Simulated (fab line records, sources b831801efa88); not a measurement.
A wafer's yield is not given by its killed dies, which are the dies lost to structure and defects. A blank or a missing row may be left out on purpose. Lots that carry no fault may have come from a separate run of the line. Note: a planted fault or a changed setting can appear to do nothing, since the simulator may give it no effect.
A struck lot beside a sound one -- flow sky130 -- 17 out of 708 route steps
Sound: wafers L488.3, L488.5, L488.6. Struck: wafer L494.2 (L494.1, L494.5, from the same lot, were not struck and are left out); the cause is given at the end.
Order at every step that has rows: each side's tool, ch and its chambers, its first start. Under that, the readings that differ: sound wafers -- struck wafers -- difference of the means -- sigmas: that difference in standard deviations of wafers without a fault.
alike: words and numbers the same on both sides, and readings whose means are apart by under 2 such deviations; not compared: readings that were withheld, readings missing a value for some wafer, numbers with overlapping values and no deviation given by the record, and bounds like >300 which may hide the same value.
The two part at a step that has a row with sigmas, a row that says differs or no value, or rows on one side only. Numbers that don't overlap but have no deviation are shown without sigmas and don't part them. A reading that every wafer of one side lacks parts them only if that side has two wafers or more.

SKY_LOCAL_INTERCONNECT_RS_MEAS_01: measures by four-point-probe.
  sound: filmMetro-03 at day 32 17:48; struck: filmMetro-04 at day 34 00:58
  alike: LOCAL_INTERCONNECT_TIN_RS
SKY_LOCAL_INTERCONNECT_THK_MEAS_02: measures by xrf.
  sound: filmMetro-03 at day 32 17:54; struck: filmMetro-04 at day 34 01:05
  alike: LOCAL_INTERCONNECT_TIN_THK
then, 8 steps without rows for these wafers: SKY_LOCAL_INTERCONNECT_DEHYDRATE_03 (time 60 s); SKY_LOCAL_INTERCONNECT_HMDS_04 (prime time 60 s); SKY_LOCAL_INTERCONNECT_COAT_05 (resist thk 60 nm); SKY_LOCAL_INTERCONNECT_COAT_06 (resist thk 450 nm); SKY_LOCAL_INTERCONNECT_SOFTBAKE_07 (time 90 s); SKY_LOCAL_INTERCONNECT_EXPOSE_08 (exposes mask LI1M, target cd 170 nm); SKY_LOCAL_INTERCONNECT_PEB_09; SKY_LOCAL_INTERCONNECT_DEVELOP_10 (develop time 60 s).
SKY_LOCAL_INTERCONNECT_CD_MEAS_11: target cd 170 nm.
  sound: cdSem-01 at day 33 20:59; struck: cdSem-02 at day 35 03:38
reading,sound,struck,difference,sigmas
cdNm (nm),167.0 167.8 168.3,171.3,+3.6,+2
SKY_LOCAL_INTERCONNECT_OVL_MEAS_12:
  sound: overlay-02 at day 33 21:04; struck: overlay-01 at day 35 03:46
  alike: LOCAL_INTERCONNECT_OVL
SKY_LOCAL_INTERCONNECT_ETCH_13: etches BARC in N2/H2, stops on SiO2, time 45.9 s, target depth 60 nm.
  sound on rieMetal-03 ch 0, day 33 21:08; struck on rieMetal-03 ch 1, day 35 03:48
reading,sound,struck,difference,sigmas
oesProductAu (a.u.),0.850 0.857 0.855,0.795,-0.059,-13
runLengthS (s),74.4 74.5 74.1,81.7,+7.4,+17
model.KrF-thick_of_LOCAL_INTERCONNECT_COAT_06.thkNm (nm),393.5 393.9 393.9,384.9,-8.9,
model.SiO2_of_SONOS_ONO_CVD_04.thkNm (nm),4.351 4.299 4.24,3.991,-0.306,
  alike: drypumpMotorCurrentA, throttleValvePct
  not compared: rfHoursCounterH
SKY_LOCAL_INTERCONNECT_METAL_ETCH_14: etches TiN in Cl2/BCl3, stops on PSG, target depth 110 nm, time 31.4 s.
  sound on rieMetal-03 ch 0, day 33 21:16; struck on rieMetal-03 ch 1, day 35 03:56
reading,sound,struck,difference,sigmas
model.KrF-thick_of_LOCAL_INTERCONNECT_COAT_06.thkNm (nm),350.1 350.3 350.8,340.7,-9.7,
  alike: drypumpMotorCurrentA, oesProductAu, runLengthS, throttleValvePct
  not compared: rfHoursCounterH
SKY_LOCAL_INTERCONNECT_STRIP_15: strips in O2/N2.
  sound on plasmaAsher-01 ch 0,1, day 33 21:22; struck on plasmaAsher-04 ch 0, day 35 04:02
reading,sound,struck,difference,sigmas
rfHoursCounterH (h),- - -,101,no value on the sound wafers,
stripTimeToEndpointS (s),4.737 4.735 4.732,4.640,-0.095,-4
  alike: drypumpMotorCurrentA, oesProductAu
then, 1 step without rows for these wafers: SKY_LOCAL_INTERCONNECT_STRIP_16 (strips in post etch residue remover, time 1200 s).
-- a jump in the record: the struck wafers' starts before and after are 14 days apart (it breaks off in module LOCAL_INTERCONNECT and resumes in module PAD_OPEN, where the first step shown is number 708 of the route) --
SKY_PAD_OPEN_PROBE_99:
  sound: prober-02 at day 48 10:04; struck: prober-02 at day 49 09:20
  alike: killed_at_M0_to_M3, killed_at_M4_up, killedAtContacts, killedAtFrontEnd, killedAtOther, killedDies, killedOpen, killedShort

== WHERE THEY PART ==
First at SKY_LOCAL_INTERCONNECT_CD_MEAS_11; last, within this record, at SKY_LOCAL_INTERCONNECT_STRIP_15. Later steps at which nothing parts them and some readings are alike: SKY_PAD_OPEN_PROBE_99.

WHY: what had been put in by the simulator
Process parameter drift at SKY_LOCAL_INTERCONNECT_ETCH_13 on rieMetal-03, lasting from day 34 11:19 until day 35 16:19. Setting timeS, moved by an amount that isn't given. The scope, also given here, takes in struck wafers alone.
